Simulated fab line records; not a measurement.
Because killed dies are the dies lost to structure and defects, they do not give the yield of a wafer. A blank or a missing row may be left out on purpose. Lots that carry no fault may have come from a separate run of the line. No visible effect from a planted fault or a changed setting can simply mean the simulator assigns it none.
fab line records | flow sky130
record lots=7 wafers=21 last-day=49
route steps=708 shown NWELL@77 PWDE@84 VT_ADJUST_HVTP@85 PAD_OPEN@708
lots that met no fault: from a run of the same line without faults
start-h: hours from the record's first day to the start of the lot's first wafer shown | wait-h: time in hours since the lot's previous step | " identical to the entry in the row above | L1.1+2: a row that stands for several wafers | - either no value or no given start | * or withheld: withheld | < > ~ a bound
route shown NAME@n: a module of which the file shows steps, and the number in the route of the first | usual: the fault-free wafers' mean and standard deviation | same: alike in all rows | chamber/n: place in a boat | sites: per-site readings | _std_site: standard deviation of those values | _edge_site: mean of outer sites minus mean of inner sites | radius-mm: for every site, how far away it sits from the centre of the wafer | mask NAME#n: copy n | behind: the tool/chamber that last shaped the wafer | hold: what put the lot on hold/how long, in hours/how the hold closed | device: names the non-switching transistor (n, p or np) | end of line: the same wafers' tests at the end of the route | step lacking rows: just its recipe | killed: not the wafer's yield, but the dies lost to structure and defects at the first sort | map: the dies of a wafer, with x for killed, . for not killed, _ for no die there
set.NAME: the run value of the setting; set.NAME@STEP: its run value at that earlier step | model.NAME: the simulator's own value behind a step, which no gauge read
lots at some steps of the route; a table a step, a row a wafer
services: from which hour (start-h, from the record's first day; less than 0 if before it) a tool's chamber was out of use, for how many hours, and why
## steps
# step SKY_NWELL_IMPLANT_24
# recipe species=B energy-kev=140 dose-cm2=9.2e+12 tilt-deg=withheld
# step SKY_NWELL_STRIP_25
# recipe chemistry=O2/N2 power-w=1400 pressure-mtorr=1500 platen-temp-c=withheld o2-flow-sccm=3000 n2-flow-sccm=300 overash-fraction=0.5
# usual drypump-motor-current-A=5.69/0.28 oes-product-au=0.723/0.0049 strip-time-to-endpoint-s=36.99/0.087
# same overash-fraction=0.5
# columns lot.wafer tool chamber start-h wait-h drypump-motor-current-A oes-product-au rf-hours-counter-h strip-time-to-endpoint-s
L622.1 plasma-asher-04 1 127.60 0.1 5.24 0.726 44 36.98
L622.4 " 0 " " 5.74 0.717 - 36.94
L622.6 " 1 " " 5.23 0.728 - 37.11
L626.2 plasma-asher-04 0 149.70 0.1 5.75 0.728 46 37.00
L626.5 " 1 " " 5.25 0.722 - 36.95
L626.6 " 0 " " 5.76 0.725 - 36.95
L628.1 plasma-asher-03 1 163.95 0.1 5.89 0.729 34 36.97
L628.3 " 1 " " 5.95 0.726 - 37.03
L628.5 " 1 " " 5.88 0.731 - 37.05
L632.3 plasma-asher-03 0 190.32 0.1 5.98 0.716 - 36.74
L632.4 " 1 " " 5.91 0.728 - 36.81
L632.6 " 0 " " 5.93 0.726 - 36.86
L633.1 plasma-asher-04 1 193.33 0.1 5.26 0.723 50 36.92
L633.3 " 1 " " 5.26 0.725 - 36.86
L633.5 " 0 " " 5.74 0.725 - 36.95
L635.2 plasma-asher-04 0 208.05 0.1 5.77 0.718 52 37.04
L635.4 " 1 " " 5.25 0.722 - 36.92
L635.5 " 0 " " 5.73 0.726 - 37.05
L638.2 plasma-asher-04 0 227.40 0.1 5.72 0.727 54 36.98
L638.3 " 0 " " 5.75 0.716 - 36.91
L638.4 " 1 " " 5.25 0.725 - 36.86
# step SKY_NWELL_TW_MEAS_26
# usual NWELL_2_TW=495.1/2.2
# columns lot.wafer tool chamber start-h wait-h NWELL_2_TW
L622.1 film-metro-04 - 127.70 0.1 496.5
L622.4 " - " " 496.6
L622.6 " - " " 494.1
L626.2 film-metro-04 - 149.81 0.1 493.6
L626.5 " - " " 493.0
L626.6 " - " " 492.6
L628.1 film-metro-04 - 164.05 0.1 494.3
L628.3 " - " " 490.8
L628.5 " - " " 491.1
L632.3 film-metro-04 - 190.40 0.1 497.2
L632.4 " - " " 496.7
L632.6 " - " " 496.3
L633.1 film-metro-01 - 193.43 0.1 490.8
L633.3 " - " " 495.0
L633.5 " - " " 493.8
L635.2 film-metro-03 - 208.16 0.1 497.8
L635.4 " - " " 497.7
L635.5 " - " " 496.5
L638.2 film-metro-04 - 227.51 0.1 493.8
L638.3 " - " " 492.3
L638.4 " - " " 491.4
# step SKY_NWELL_CLEAN_27
# recipe chemistry=SC1/SC2 mix=1:4:20 temp-c=70 time-s=150 dry=n2-spin
# step SKY_NWELL_RTA_28
# recipe temp-c=1050 time-s=30 idle-temp-c=650 ramp-up-c-per-s=150 ramp-down-c-per-s=90 ambient=N2
# usual lamp-power-pct=25.31/0.053 wafer_temp_C_max=1054.8/1
# columns lot.wafer tool chamber start-h wait-h lamp-power-pct wafer_temp_C_max
L622.1 rtp-anneal-02 0 127.81 0.0 25.37 1053.5
L622.4 " 0 " " 25.41 1053.5
L622.6 " 0 " " 25.32 1054.0
L626.2 rtp-anneal-02 0 149.93 0.0 25.29 1055.1
L626.5 " 0 " " 25.29 1054.8
L626.6 " 0 " " 25.35 1056.2
L628.1 rtp-anneal-02 0 164.17 0.0 25.43 1053.1
L628.3 " 0 " " 25.35 1055.7
L628.5 " 0 " " 25.20 1054.8
L632.3 rtp-anneal-02 0 190.53 0.0 25.35 1054.9
L632.4 " 0 " " 25.32 1055.2
L632.6 " 0 " " 25.33 1053.8
L633.1 rtp-anneal-01 0 193.54 0.0 25.32 1054.1
L633.3 " 0 " " 25.29 1053.7
L633.5 " 0 " " 25.36 1055.8
L635.2 rtp-anneal-01 0 208.27 0.0 25.34 1055.4
L635.4 " 0 " " 25.25 1054.6
L635.5 " 0 " " 25.30 1055.5
L638.2 rtp-anneal-01 0 227.62 0.0 25.26 1055.7
L638.3 " 0 " " 25.34 1054.4
L638.4 " 0 " " 25.31 1056.1
# step SKY_NWELL_RS_MEAS_29
# recipe thk-meas-gauge=four-point-probe
# usual NWELL_RS=624.9/1.7
# columns lot.wafer tool chamber start-h wait-h NWELL_RS[ohm/sq]
L622.1 film-metro-04 - 127.91 0.1 626.5
L622.4 " - " " 625.2
L622.6 " - " " 624.6
L626.2 film-metro-04 - 150.03 0.1 624.6
L626.5 " - " " 626.9
L626.6 " - " " 624.7
L628.1 film-metro-03 - 164.27 0.1 625.5
L628.3 " - " " 626.6
L628.5 " - " " 625.6
L632.3 film-metro-03 - 190.64 0.1 625.5
L632.4 " - " " 623.9
L632.6 " - " " 624.2
L633.1 film-metro-04 - 193.64 0.1 624.8
L633.3 " - " " 623.2
L633.5 " - " " 626.5
L635.2 film-metro-01 - 208.38 0.1 622.9
L635.4 " - " " 622.5
L635.5 " - " " 624.1
L638.2 film-metro-01 - 227.73 0.1 620.7
L638.3 " - " " 621.7
L638.4 " - " " 621.3
# step SKY_NWELL_RS_MEAS_31
# recipe thk-meas-gauge=four-point-probe
# usual PWDE_RS=5274/21
# columns lot.wafer tool chamber start-h wait-h PWDE_RS[ohm/sq]
L622.1 film-metro-04 - 128.15 0.1 5260
L622.4 " - " " 5287
L622.6 " - " " 5283
L626.2 film-metro-04 - 150.27 0.1 5242
L626.5 " - " " 5247
L626.6 " - " " 5255
L628.1 film-metro-03 - 164.51 0.1 5293
L628.3 " - " " 5292
L628.5 " - " " 5277
L632.3 film-metro-03 - 190.88 0.1 5264
L632.4 " - " " 5267
L632.6 " - " " 5277
L633.1 film-metro-04 - 193.88 0.1 5257
L633.3 " - " " 5269
L633.5 " - " " 5254
L635.2 film-metro-01 - 208.62 0.1 5287
L635.4 " - " " 5277
L635.5 " - " " 5305
L638.2 film-metro-01 - 227.97 0.1 5280
L638.3 " - " " 5260
L638.4 " - " " 5272
# step SKY_VT_ADJUST_HVTP_DEHYDRATE_00
# recipe temp-c=200 time-s=60
# step SKY_VT_ADJUST_HVTP_HMDS_01
# recipe prime-time-s=60 prime-temp-c=120
# step SKY_VT_ADJUST_HVTP_COAT_02
# recipe resist=NOVOLAK spin-rpm=3000 resist-thk-nm=1140
# step SKY_VT_ADJUST_HVTP_SOFTBAKE_03
# recipe temp-c=90 time-s=60 resist=NOVOLAK
# step SKY_VT_ADJUST_HVTP_EXPOSE_04
# recipe mask-id=HVTPM na=0.6 source-shape=conventional sigma-outer=0.6 polarization=unpolarized target-cd-nm=380 dose-mj=140
# columns lot.wafer tool chamber start-h wait-h mask model.VT_ADJUST_HVTP.overlay-x-nm
L622.1+4+6 iline-stepper-02 0 137.87 - HVTPM#0 1.091
L626.2+5+6 iline-stepper-02 0 160.04 - HVTPM#0 -0.4673
L628.1+3+5 iline-stepper-02 0 174.91 - HVTPM#0 -84.54
L632.3+4+6 iline-stepper-02 0 201.31 - HVTPM#0 -85.05
L633.1+3+5 iline-stepper-02 0 204.30 - HVTPM#0 -84.96
L635.2+4+5 iline-stepper-01 0 220.04 - HVTPM#0 0.3195
L638.2+3+4 iline-stepper-01 0 240.03 - HVTPM#0 0.1614
# step SKY_VT_ADJUST_HVTP_PEB_05
# recipe temp-c=withheld time-s=* resist=NOVOLAK
# step SKY_VT_ADJUST_HVTP_DEVELOP_06
# recipe resist=NOVOLAK developer=TMAH develop-time-s=60 dev-temp-c=23
# step SKY_VT_ADJUST_HVTP_CD_MEAS_07
# recipe target-cd-nm=380
# usual cd-nm=378.7/2.5
# columns lot.wafer tool chamber start-h wait-h cd-nm
L622.1 cd-sem-01 - 147.78 0.1 376.4
L622.4 " - " " 378.7
L622.6 " - " " 375.8
L626.2 cd-sem-01 - 170.00 0.1 377.8
L626.5 " - " " 377.4
L626.6 " - " " 375.9
L628.1 cd-sem-02 - 185.75 0.1 378.5
L628.3 " - " " 377.3
L628.5 " - " " 375.0
L632.3 cd-sem-01 - 212.72 0.1 379.3
L632.4 " - " " 374.4
L632.6 " - " " 378.4
L633.1 cd-sem-02 - 215.13 0.1 378.8
L633.3 " - " " 380.2
L633.5 " - " " 380.7
L635.2 cd-sem-02 - 231.05 0.1 372.3
L635.4 " - " " 376.1
L635.5 " - " " 375.5
L638.2 cd-sem-01 - 251.40 0.1 381.8
L638.3 " - " " 381.2
L638.4 " - " " 380.0
# step SKY_VT_ADJUST_HVTP_OVL_MEAS_08
# usual VT_ADJUST_HVTP_OVL=0.6/1.4
# columns lot.wafer tool chamber start-h wait-h VT_ADJUST_HVTP_OVL[nm]
L622.1 overlay-01 - 147.90 0.1 2.5
L622.4 " - " " 4.0
L622.6 " - " " 4.1
L626.2 overlay-02 - 170.10 0.1 0.5
L626.5 " - " " 0.7
L626.6 " - " " -0.6
L628.1 overlay-02 - 185.87 0.1 -84.3
L628.3 " - " " -83.1
L628.5 " - " " -83.9
L632.3 overlay-01 - 212.81 0.1 -84.4
L632.4 " - " " -84.4
L632.6 " - " " -84.5
L633.1 overlay-02 - 215.25 0.1 -85.1
L633.3 " - " " -84.0
L633.5 " - " " -83.6
L635.2 overlay-02 - 231.15 0.1 1.3
L635.4 " - " " 0.9
L635.5 " - " " 2.0
L638.2 overlay-01 - 251.50 0.1 1.3
L638.3 " - " " 0.9
L638.4 " - " " -1.2
# step SKY_VT_ADJUST_HVTP_IMPLANT_09
# recipe species=As energy-kev=150 dose-cm2=4.3e+12 tilt-deg=withheld
# step SKY_PAD_OPEN_PROBE_99
# usual killed_at_M0_to_M3=44/6 killed_at_M4_up=2.9/1.5 killed-at-contacts=24/4.9 killed-at-front-end=16/4.3 killed-at-other=0.3/0.54 killed-dies=87/8.7 killed-on-rim=17/3.6 killed-open=48/6.7 killed-short=39/5.9
# same gross-dies=492 killed-at-back-side=0
# columns lot.wafer tool chamber start-h wait-h killed_at_M0_to_M3 killed_at_M4_up killed-at-contacts killed-at-front-end killed-at-other killed-dies killed-on-rim killed-open killed-short model.etest.sram-pfet-latch.drive-ua-um model.etest.sram-pfet-latch.off-log10-a-um model.etest.pfet_01v8_hvt.off-log10-a-um model.etest.sram-pfet-latch.vt-sat-v model.etest.sram-pfet-latch.vt-v model.etest.pfet_01v8_hvt.vt-sat-v model.etest.pfet_01v8_hvt.vt-v
L622.1 prober-01 - 1103.43 0.1 41 2 30 16 0 89 18 51 38 142.9 -13.18 -13.29 -0.8036 -0.924 -0.8372 -0.8986
L622.4 prober-01 - 1103.58 0.2 39 5 25 18 0 87 17 52 35 141.7 -12.8 -13.27 -0.7735 -0.8997 -0.831 -0.8976
L622.6 prober-01 - 1103.68 0.2 47 2 23 16 1 89 18 49 39 141.4 -12.99 -13.19 -0.7914 -0.9159 -0.8306 -0.8941
L626.2 prober-02 - 1120.58 0.1 35 1 23 21 0 80 13 43 37 134.6 -13.19 -13.44 -0.816 -0.9362 -0.851 -0.9109
L626.5 prober-02 - 1120.73 0.2 35 2 30 16 0 83 19 56 27 135.7 -13.16 -13.19 -0.7947 -0.9147 -0.8507 -0.9082
L626.6 prober-02 - 1120.78 0.2 49 2 25 20 0 96 18 49 46 141.3 -13.21 -13.34 -0.8025 -0.9229 -0.8467 -0.9083
L628.1 prober-02 - 1135.45 0.1 37 4 28 17 0 86 17 46 40 165.4 -11.71 -12.79 -0.6865 -0.8553 -0.7828 -0.8639
L628.3 prober-02 - 1135.55 0.2 43 3 19 10 0 75 16 38 37 158.2 -11.59 -12.71 -0.6747 -0.8343 -0.7939 -0.87
L628.5 prober-02 - 1135.65 0.2 52 3 27 19 1 102 16 64 38 161.5 -11.9 -12.75 -0.6952 -0.857 -0.7889 -0.8679
L632.3 prober-02 - 1153.92 0.2 43 2 27 18 0 90 22 55 34 164.1 -11.39 -12.99 -0.6658 -0.8263 -0.799 -0.8729
L632.4 prober-02 - 1153.97 0.2 38 7 34 19 0 98 19 56 42 163.2 -11.68 -12.65 -0.6737 -0.8511 -0.778 -0.8655
L632.6 prober-02 - 1154.07 0.2 49 2 18 18 1 88 22 47 40 163.3 -11.64 -12.76 -0.6649 -0.835 -0.7836 -0.8649
L633.1 prober-01 - 1157.41 0.1 48 2 21 16 0 87 17 50 37 162.9 -12.04 -12.93 -0.6946 -0.8644 -0.7916 -0.8719
L633.3 prober-01 - 1157.51 0.2 38 3 28 8 0 77 16 44 32 164 -11.77 -12.95 -0.6905 -0.8591 -0.7931 -0.8741
L633.5 prober-01 - 1157.61 0.2 46 3 19 20 1 89 16 45 44 164.8 -11.78 -12.88 -0.6825 -0.8505 -0.7932 -0.8728
L635.2 prober-01 - 1169.07 0.1 50 3 14 11 1 79 12 47 31 147 -12.54 -12.82 -0.78 -0.9134 -0.7972 -0.8738
L635.4 prober-01 - 1169.17 0.2 31 4 22 12 0 69 16 36 31 156.6 -12.55 -12.99 -0.7638 -0.895 -0.8042 -0.8758
L635.5 prober-01 - 1169.22 0.2 37 2 28 12 0 79 11 43 36 156.4 -12.45 -12.68 -0.7647 -0.9029 -0.7885 -0.8707
L638.2 prober-02 - 1187.43 0.1 44 4 22 19 1 90 16 52 36 140.2 -13.15 -13.39 -0.815 -0.9401 -0.8388 -0.9007
L638.3 prober-02 - 1187.48 0.2 35 1 20 18 0 74 12 43 31 136.2 -13.25 -13.41 -0.8102 -0.9312 -0.8495 -0.91
L638.4 prober-02 - 1187.53 0.2 47 4 22 16 0 89 21 48 38 140.5 -13.18 -13.4 -0.802 -0.9248 -0.8414 -0.9054
# killed by level:class
L622.1 CONTACT:geometric-particle:open=12 VIA1:geometric-particle:open=9 VIA3:geometric-particle:open=9 LI_CONTACT:geometric-particle:open=8 FIELD_ISO:geometric-particle:open=5 FIELD_ISO:geometric-particle:short=5 LI_CONTACT:geometric-particle:short=5 METAL2:geometric-particle:short=5
L622.4 CONTACT:geometric-particle:open=12 VIA1:geometric-particle:open=9 VIA2:geometric-particle:open=7 LI_CONTACT:geometric-particle:open=7 FIELD_ISO:geometric-particle:short=6 FIELD_ISO:geometric-particle:open=6 VIA3:geometric-particle:short=6 VIA3:geometric-particle:open=6
L622.6 LI_CONTACT:geometric-particle:open=8 VIA1:geometric-particle:open=8 METAL1:geometric-particle:short=7 VIA1:geometric-particle:short=7 POLY_GATE:geometric-particle:open=6 LI_CONTACT:geometric-particle:short=6 VIA2:geometric-particle:open=6 CONTACT:geometric-particle:open=5
L626.2 POLY_GATE:geometric-particle:short=7 LI_CONTACT:geometric-particle:open=7 VIA1:geometric-particle:open=7 VIA3:geometric-particle:open=7 FIELD_ISO:geometric-particle:short=6 CONTACT:geometric-particle:open=6 METAL1:geometric-particle:short=6 VIA2:geometric-particle:open=6
L626.5 CONTACT:geometric-particle:open=12 VIA1:geometric-particle:open=10 LI_CONTACT:geometric-particle:open=9 VIA3:geometric-particle:open=7 LOCAL_INTERCONNECT:geometric-particle:short=7 VIA2:geometric-particle:open=6 FIELD_ISO:geometric-particle:short=5 POLY_GATE:geometric-particle:open=4
L626.6 CONTACT:geometric-particle:open=13 VIA2:geometric-particle:open=9 METAL2:geometric-particle:short=7 METAL1:geometric-particle:short=6 VIA1:geometric-particle:short=6 VIA3:geometric-particle:open=6 FIELD_ISO:geometric-particle:short=5 FIELD_ISO:geometric-particle:open=4
L628.1 CONTACT:geometric-particle:open=10 VIA1:geometric-particle:open=9 LI_CONTACT:geometric-particle:open=6 METAL1:geometric-particle:short=6 VIA1:geometric-particle:short=6 LOCAL_INTERCONNECT:geometric-particle:short=5 FIELD_ISO:geometric-particle:open=4 POLY_GATE:geometric-particle:short=4
L628.3 METAL2:geometric-particle:short=8 VIA1:geometric-particle:open=8 LI_CONTACT:geometric-particle:open=6 METAL1:geometric-particle:short=6 VIA3:geometric-particle:open=6 LI_CONTACT:geometric-particle:short=4 CONTACT:geometric-particle:open=4 VIA1:geometric-particle:short=4
L628.5 VIA1:geometric-particle:open=13 VIA3:geometric-particle:open=12 CONTACT:geometric-particle:open=11 VIA2:geometric-particle:open=8 POLY_GATE:geometric-particle:open=6 POLY_GATE:geometric-particle:short=6 LI_CONTACT:geometric-particle:open=5 METAL2:geometric-particle:short=5
L632.3 VIA3:geometric-particle:open=10 VIA1:geometric-particle:open=9 CONTACT:geometric-particle:open=8 LI_CONTACT:geometric-particle:open=7 METAL1:geometric-particle:short=6 POLY_GATE:geometric-particle:open=5 FIELD_ISO:geometric-particle:open=4 FIELD_ISO:geometric-particle:short=4
L632.4 CONTACT:geometric-particle:open=15 CONTACT:geometric-particle:short=7 METAL2:geometric-particle:short=7 VIA1:geometric-particle:open=7 POLY_GATE:geometric-particle:open=6 VIA3:geometric-particle:open=6 LOCAL_INTERCONNECT:geometric-particle:open=5 VIA2:geometric-particle:open=5
L632.6 VIA3:geometric-particle:open=7 POLY_GATE:geometric-particle:short=6 LI_CONTACT:geometric-particle:open=6 CONTACT:geometric-particle:open=6 METAL1:geometric-particle:short=6 VIA1:geometric-particle:open=6 VIA2:geometric-particle:open=6 METAL2:geometric-particle:short=5
L633.1 VIA1:geometric-particle:open=13 CONTACT:geometric-particle:open=8 POLY_GATE:geometric-particle:short=8 LI_CONTACT:geometric-particle:open=8 VIA1:geometric-particle:short=7 VIA2:geometric-particle:open=6 VIA3:geometric-particle:open=5 POLY_GATE:geometric-particle:open=4
L633.3 LI_CONTACT:geometric-particle:open=9 CONTACT:geometric-particle:open=8 VIA2:geometric-particle:open=8 VIA1:geometric-particle:open=8 VIA1:geometric-particle:short=6 CONTACT:geometric-particle:short=5 LI_CONTACT:geometric-particle:short=4 VIA3:geometric-particle:short=4
L633.5 VIA1:geometric-particle:open=13 METAL1:geometric-particle:short=9 CONTACT:geometric-particle:open=7 LI_CONTACT:geometric-particle:open=5 VIA1:geometric-particle:short=5 VIA3:geometric-particle:open=5 FIELD_ISO:geometric-particle:short=4 FIELD_ISO:geometric-particle:open=4
L635.2 VIA1:geometric-particle:open=15 VIA3:geometric-particle:open=12 METAL2:geometric-particle:short=5 VIA2:geometric-particle:open=5 POLY_GATE:geometric-particle:open=4 CONTACT:geometric-particle:short=4 CONTACT:geometric-particle:open=4 METAL1:geometric-particle:short=4
L635.4 VIA1:geometric-particle:open=8 LOCAL_INTERCONNECT:geometric-particle:short=7 VIA3:geometric-particle:open=6 LI_CONTACT:geometric-particle:open=6 CONTACT:geometric-particle:open=5 CONTACT:geometric-particle:short=4 METAL1:geometric-particle:short=4 VIA2:geometric-particle:short=3
L635.5 VIA1:geometric-particle:open=14 CONTACT:geometric-particle:open=9 LI_CONTACT:geometric-particle:open=8 CONTACT:geometric-particle:short=6 VIA1:geometric-particle:short=5 POLY_GATE:geometric-particle:short=4 LI_CONTACT:geometric-particle:short=4 VIA2:geometric-particle:open=4
L638.2 VIA1:geometric-particle:open=12 METAL2:geometric-particle:short=8 POLY_GATE:geometric-particle:open=7 CONTACT:geometric-particle:short=7 VIA3:geometric-particle:open=7 VIA2:geometric-particle:open=7 CONTACT:geometric-particle:open=6 LI_CONTACT:geometric-particle:open=5
L638.3 CONTACT:geometric-particle:open=10 VIA3:geometric-particle:open=7 FIELD_ISO:geometric-particle:open=5 METAL2:geometric-particle:short=5 VIA2:geometric-particle:open=5 FIELD_ISO:geometric-particle:short=4 POLY_GATE:geometric-particle:open=4 LI_CONTACT:geometric-particle:open=4
L638.4 VIA1:geometric-particle:open=11 CONTACT:geometric-particle:open=10 VIA2:geometric-particle:open=8 METAL1:geometric-particle:short=6 FIELD_ISO:geometric-particle:open=5 CONTACT:geometric-particle:short=5 VIA3:geometric-particle:open=5 POLY_GATE:geometric-particle:short=4
## services
# columns tool chamber start-h hours kind
iline-stepper-02 - 154.80 1.7 pm
plasma-asher-04 - 157.24 3.4 repair
plasma-asher-03 - 169.87 14.6 pm
iline-stepper-02 - 188.38 9.8 repair
iline-stepper-02 0 191.63 - calibration
rtp-anneal-02 - 214.83 49.5 pm
iline-stepper-02 - 229.18 5.2 repair
## key
first-sign step=SKY_VT_ADJUST_HVTP_OVL_MEAS_08 reading=VT_ADJUST_HVTP_OVL direction=down sigmas=62 usual=0.6 struck=-84.1
effect none on later readings
model-effect step=SKY_VT_ADJUST_HVTP_EXPOSE_04 value=VT_ADJUST_HVTP.overlay-x-nm without=-0.01199 struck=-84.85
model-effect step=SKY_PAD_OPEN_PROBE_99 value=etest.sram-pfet-latch.drive-ua-um without=144.2 struck=163.1
met-at SKY_VT_ADJUST_HVTP_EXPOSE_04
struck-wafers L628.1,L628.3,L628.5,L632.3,L632.4,L632.6,L633.1,L633.3,L633.5
tester-left-out L628,L632,L633
onset-between 160.04 174.91
fault kind=scanner-matching-overlay tool=iline-stepper-02 chamber=- onset-h=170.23 steps=SKY_VT_ADJUST_HVTP_EXPOSE_04 offset=-84.836
# tester-left-out: of these lots the tester's yield and bins aren't shown, on N5 and GAA mostly nor the transistor test; their killed dies are dies lost to structure and defects alone, not to doping, threshold or leakage, so they don't give the yield
